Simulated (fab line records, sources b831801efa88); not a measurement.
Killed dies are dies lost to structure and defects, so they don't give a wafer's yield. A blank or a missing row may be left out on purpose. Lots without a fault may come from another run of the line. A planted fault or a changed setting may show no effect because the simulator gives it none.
Which tool did it? | flow sfq_line | 13 lots, 39 wafers sampled, at 1 step of a route of 325

WHAT THE GAUGES READ, wafer by wafer
The record holds no reading of a measuring or inspecting step that can be judged against a usual standard deviation.

WHICH TOOL RAN EACH LOT (tool, then ch and the chambers of the sampled wafers, then the start)
lot  | SFQ_TRILAYER_I2_VIA_BARC_OPEN_VIA_ETCH_096
L439 | rie_diel-04 ch 2,3, day 30 05:16
L440 | rie_diel-04 ch 1,2,3, day 30 17:16
L441 | rie_diel-04 ch 0,1,3, day 33 10:13
L442 | rie_diel-03 ch 0,2,3, day 33 13:49
L443 | rie_diel-02 ch 0,2, day 33 15:01
L444 | rie_diel-04 ch 0,1,3, day 33 19:49
L445 | rie_diel-02 ch 0,3, day 39 04:04
L446 | rie_diel-02 ch 1,2, day 39 12:36
L447 | rie_diel-02 ch 1,3, day 40 03:13
L448 | rie_diel-03 ch 0,1,2, day 40 10:33
L454 | rie_diel-04 ch 0,1,2, day 42 14:16
L460 | rie_diel-02 ch 0,1,2, day 45 01:14
L462 | rie_diel-02 ch 0,1, day 45 19:14
- SFQ_TRILAYER_I2_VIA_BARC_OPEN_VIA_ETCH_096: etches BARC in O2, target depth 125 nm, time 41.7 s.

WHAT THE TOOLS THEMSELVES READ (means of the sampled wafers that have a number; where no wafer has one, the mark that the record gives instead)
SFQ_TRILAYER_I2_VIA_BARC_OPEN_VIA_ETCH_096. Usual: drypump_motor_current_A 5.6 A, standard deviation 0.6; oes_product_au 0.685 a.u., standard deviation 0.0045; run_length_s 70.0 s, standard deviation 0.48.
lot  | tool        | drypump_motor_current_A (A) | oes_product_au (a.u.) | run_length_s (s) | flag
L439 | rie_diel-04 | 5.7                         | 0.685                 | 70.3             |
L440 | rie_diel-04 | 5.3                         | 0.684                 | 69.9             |
L441 | rie_diel-04 | 5.3                         | 0.681                 | 70.2             |
L442 | rie_diel-03 | 6.1                         | 0.681                 | 70.2             |
L443 | rie_diel-02 | 6.2                         | 0.685                 | 69.7             |
L444 | rie_diel-04 | 5.3                         | 0.683                 | 70.1             |
L445 | rie_diel-02 | 5.9                         | 0.681                 | 70.1             |
L446 | rie_diel-02 | 5.8                         | 0.690                 | 69.9             |
L447 | rie_diel-02 | 5.1                         | 0.687                 | 70.7             |
L448 | rie_diel-03 | 6.4                         | 0.683                 | 70.1             |
L454 | rie_diel-04 | 5.0                         | 0.715                 | 67.7             | OFF
L460 | rie_diel-02 | 5.7                         | 0.684                 | 70.0             |
L462 | rie_diel-02 | 5.6                         | 0.682                 | 70.4             |

THE ANSWER, worked out from the rows above alone
Rule: a lot is off if the mean of its wafers that have a number lies more than 3 standard deviations from the usual mean. A lot without any number at a reading at which 4 lots or more have one is off too. The other lots that the step has rows for count as sound. The gauges are gone through in route order, then the tools' own readings, and for those a lot's mean is taken as printed above. The first step at which some lot is off is used, and at that step the reading that is off furthest; a lot without a number counts as furthest.
Off: L454, at SFQ_TRILAYER_I2_VIA_BARC_OPEN_VIA_ETCH_096 (oes_product_au).
A tool fits if, at that step or a process step before it, it ran every lot that is off, and no sound lot after the first of them. One fits: rie_diel-04 at SFQ_TRILAYER_I2_VIA_BARC_OPEN_VIA_ETCH_096. Its last sound lot is L444 (day 33 19:49), its first lot that is off L454 (day 42 14:16): a fault that began between those two fits.
The tool's own readings at SFQ_TRILAYER_I2_VIA_BARC_OPEN_VIA_ETCH_096 bear it out: on the lots that are off they differ by more than 5 times the standard deviation of the sound lots' means. oes_product_au reads 0.715 a.u. there against 0.684 a.u. on the sound lots; run_length_s reads 67.7 s there against 70.1 s on the sound lots.

WHAT THE SIMULATOR HAD PUT IN
Process parameter drift: rie_diel-04, from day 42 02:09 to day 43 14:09, at SFQ_TRILAYER_I2_VIA_BARC_OPEN_VIA_ETCH_096. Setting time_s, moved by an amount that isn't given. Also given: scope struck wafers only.
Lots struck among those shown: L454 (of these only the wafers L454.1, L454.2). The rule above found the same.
